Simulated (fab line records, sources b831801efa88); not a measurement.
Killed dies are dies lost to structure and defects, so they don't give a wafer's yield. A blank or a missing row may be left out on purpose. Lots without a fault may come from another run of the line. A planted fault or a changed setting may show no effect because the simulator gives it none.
A struck lot beside a sound one | flow sky130 | 44 steps out of a route of 708
Sound: wafers L888.3, L888.4, L888.5. Struck: wafer L891.2. (L891.1, L891.6 of the same lot were not struck and are left out.) The cause comes at the end.
At each step with rows: each side's tool, then ch and its chambers, then its first start. Under that, the readings that differ: sound wafers | struck wafers | difference of the means | sigmas: that difference in standard deviations of wafers without a fault.
alike: readings whose means differ by less than 2 such deviations, and words and numbers that are the same on both sides. not compared: withheld readings, readings that some wafer has no value for, bounds like >300 that may hide the same value, and numbers for which the record gives no deviation and whose values overlap.
The two part at a step that has a row with sigmas, a row that says differs or no value, or rows on one side only. Numbers that don't overlap but have no deviation are shown without sigmas and don't part them. A reading that every wafer of one side lacks parts them only if that side has two wafers or more.

first, 2 steps without rows for these wafers: SKY_VIA2_CLEAN_18 (cleans in IPA, time 180 s); SKY_VIA2_CLEAN_19 (cleans in O3/DIW).
SKY_VIA2_SPUTTER_20: material TiN, target thk 20 nm, time 80 s.
  sound on pvd_sputter-03, day 40 02:18; struck on pvd_sputter-04, day 41 01:47
  alike: cathode_dc_power_W, throttle_valve_pct
SKY_VIA2_CVD_21: deposits W, target thk 420 nm, time 126.4 s.
  sound on cvd_w-02 ch 0,1, day 40 02:25; struck on cvd_w-01 ch 0, day 41 01:51
  alike: heater_power_w
SKY_VIA2_RS_MEAS_22: measures by four-point-probe.
  sound on film_metro-03, day 40 02:32; struck on film_metro-02, day 41 01:59
  alike: VIA2_W_RS
SKY_VIA2_THK_MEAS_23: measures by xrf.
  sound on film_metro-03, day 40 02:38; struck on film_metro-02, day 41 02:06
  alike: VIA2_W_THK
then, 1 step without rows for these wafers: SKY_VIA2_CMP_24 (polishes, stops on SiO2, t overpolish 20 s, target thk 0 nm).
SKY_METAL3_SPUTTER_00: material Ti, target thk 15 nm, time 10 s.
  sound on pvd_sputter-04, day 40 02:58; struck on pvd_sputter-02, day 41 02:30
  alike: cathode_dc_power_W, throttle_valve_pct
then, 4 steps without rows for these wafers: SKY_METAL3_SPUTTER_01 (material TiN, target thk 20 nm, time 16.7 s); SKY_METAL3_SPUTTER_02 (material AlCu, target thk 735 nm, time 39.1 s); SKY_METAL3_SPUTTER_03 (material Ti, target thk 5 nm, time 3.3 s); SKY_METAL3_SPUTTER_04 (material TiN, target thk 70 nm, time 58.3 s).
SKY_CAPM_CVD_00: deposits SiO2, target thk 15.5 nm.
  sound on pecvd-04 ch 0,1, day 40 03:08; struck on pecvd-04 ch 1, day 41 02:39
  reading                               | sound             | struck | difference | sigmas
  model.SiO2_of_CAPM_CVD_00.thk_nm (nm) | 15.58 15.57 15.73 | 10.99  | -4.64      |
  alike: heater_power_w
SKY_CAPM_THK_MEAS_01:
  sound on film_metro-03, day 40 03:10; struck on film_metro-04, day 41 02:41
  reading              | sound             | struck | difference | sigmas
  CAPM_CVD_00_THK (nm) | 15.57 15.60 15.73 | 10.97  | -4.66      | -22
then, 1 step without rows for these wafers: SKY_CAPM_SPUTTER_02 (material TiN, target thk 200 nm, time 166.7 s).
SKY_CAPM_RS_MEAS_03: measures by four-point-probe.
  sound on film_metro-04, day 40 03:22; struck on film_metro-03, day 41 02:52
  alike: CAPM_TIN_RS
SKY_CAPM_THK_MEAS_04: measures by xrf.
  sound on film_metro-04, day 40 03:28; struck on film_metro-03, day 41 02:59
  alike: CAPM_TIN_THK
then, 7 steps without rows for these wafers: SKY_CAPM_DEHYDRATE_05 (time 60 s); SKY_CAPM_HMDS_06 (prime time 60 s); SKY_CAPM_COAT_07 (resist thk 1140 nm); SKY_CAPM_SOFTBAKE_08 (time 60 s); SKY_CAPM_EXPOSE_09 (exposes mask CAPM, target cd 1000 nm); SKY_CAPM_PEB_10; SKY_CAPM_DEVELOP_11 (develop time 60 s).
SKY_CAPM_OVL_MEAS_12:
  sound on overlay-01, day 41 03:48; struck on overlay-01, day 42 02:34
  alike: CAPM_OVL
SKY_CAPM_METAL_ETCH_13: etches TiN in Cl2/BCl3, stops on SiO2, target depth 220 nm, time 62.9 s.
  sound on rie_metal-01 ch 0,1, day 41 03:51; struck on rie_metal-01 ch 0, day 42 02:36
  alike: chamber_pressure_mTorr, drypump_motor_current_A, he_backside_leak_sccm, oes_product_au, throttle_valve_pct
  not compared: rf_hours_counter_h
then, 12 steps without rows for these wafers: SKY_CAPM_STRIP_14 (strips in O2/N2); SKY_CAPM_STRIP_15 (strips in post etch residue remover, time 1200 s); SKY_CAPM_CLEAN_16 (cleans in IPA, time 180 s); SKY_CAPM_CLEAN_17 (cleans in O3/DIW); SKY_METAL3_DEHYDRATE_05 (time 60 s); SKY_METAL3_HMDS_06 (prime time 60 s); SKY_METAL3_COAT_07 (resist thk 60 nm); SKY_METAL3_COAT_08 (resist thk 1140 nm); SKY_METAL3_SOFTBAKE_09 (time 90 s); SKY_METAL3_EXPOSE_10 (exposes mask MM3, target cd 300 nm); SKY_METAL3_PEB_11; SKY_METAL3_DEVELOP_12 (develop time 60 s).
SKY_METAL3_CD_MEAS_13: target cd 300 nm.
  sound on cd_sem-01, day 42 04:11; struck on cd_sem-02, day 43 02:32
  alike: cd_nm
SKY_METAL3_OVL_MEAS_14:
  sound on overlay-01, day 42 04:17; struck on overlay-02, day 43 02:40
  alike: METAL3_OVL
SKY_METAL3_DESCUM_15: chemistry O2, time 8 s.
  sound on rie_metal-04 ch 0,1, day 42 04:19; struck on rie_metal-04 ch 0, day 43 02:41
  reading                | sound | struck | difference                   | sigmas
  rf_hours_counter_h (h) | - - - | 9      | no value on the sound wafers |
  alike: chamber_pressure_mTorr, drypump_motor_current_A, he_backside_leak_sccm, oes_product_au
then, 1 step without rows for these wafers: SKY_METAL3_ETCH_16 (etches BARC in N2/H2, stops on SiO2, time 88.2 s, target depth 60 nm).
SKY_METAL3_ETCH_17: etches SiO2 in C4F8/O2/Ar, stops on TiN, time 3.9 s, target depth 15 nm.
  sound on rie_diel-04 ch 1,2, day 42 04:26; struck on rie_diel-04 ch 0, day 43 02:49
  reading                  | sound             | struck | difference | sigmas
  oes_product_au (a.u.)    | 0.760 0.750 0.757 | 0.641  | -0.115     | -17
  model.etch.depth_nm (nm) | 15.58 15.57 15.73 | 10.99  | -4.64      |
  alike: chamber_pressure_mTorr
  not compared: rf_hours_counter_h
-- the record jumps here: 6 days lie between the struck wafers' starts before and after (it left off in module METAL3 and takes up again in module PAD_OPEN, whose first step shown is number 708 of the route) --
SKY_PAD_OPEN_PROBE_99:
  sound on prober-01, day 48 19:55; struck on prober-02, day 49 12:48
  reading                               | sound                | struck    | difference | sigmas
  defect_limited_yield (%)              | 82.5 79.7 82.3       | 85.6      | +4.1       | +2
  killed_at_M0_to_M3                    | 46 50 41             | 31        | -15        | -2
  killed_at_contacts                    | 20 34 30             | 17        | -11        | -2
  killed_at_other                       | 0 0 0                | 1         | +1         | +2
  killed_dies                           | 86 100 87            | 71        | -20        | -2
  model.etest.tester.sort_n_pass        | 406 392 405          | 15        | -386       |
  model.etest.tester.sort_yield_pct (%) | 82.52 79.67 82.32    | 3.049     | -78.454    |
  model.etest.tester.sort_bin_5_pct (%) | 10.98 11.38 8.943    | 92.07     | +81.64     |
  model.etest.cap_mim.bv_v (V)          | 14.04 13.77 13.84    | 10.26     | -3.62      |
  model.etest.cap_mim.leak_log10_a_cm2  | -8.954 -9.047 -9.181 | -7.479    | +1.582     |
  model.etest.cap_mim.c_ff_um2          | 2.318 2.317 2.291    | 3.298     | +0.989     |
  model.etest.tester.sort_bin_8_pct (%) | 0 0 0                | 3.789e-08 | +3.789e-08 |
  alike: killed_at_M4_up, killed_at_front_end, killed_open, killed_short
  not compared: model.etest.tester.sort_bin_4_pct

WHERE THEY PART
First at SKY_CAPM_THK_MEAS_01; last, within this record, at SKY_PAD_OPEN_PROBE_99.

WHY: what the simulator had put in
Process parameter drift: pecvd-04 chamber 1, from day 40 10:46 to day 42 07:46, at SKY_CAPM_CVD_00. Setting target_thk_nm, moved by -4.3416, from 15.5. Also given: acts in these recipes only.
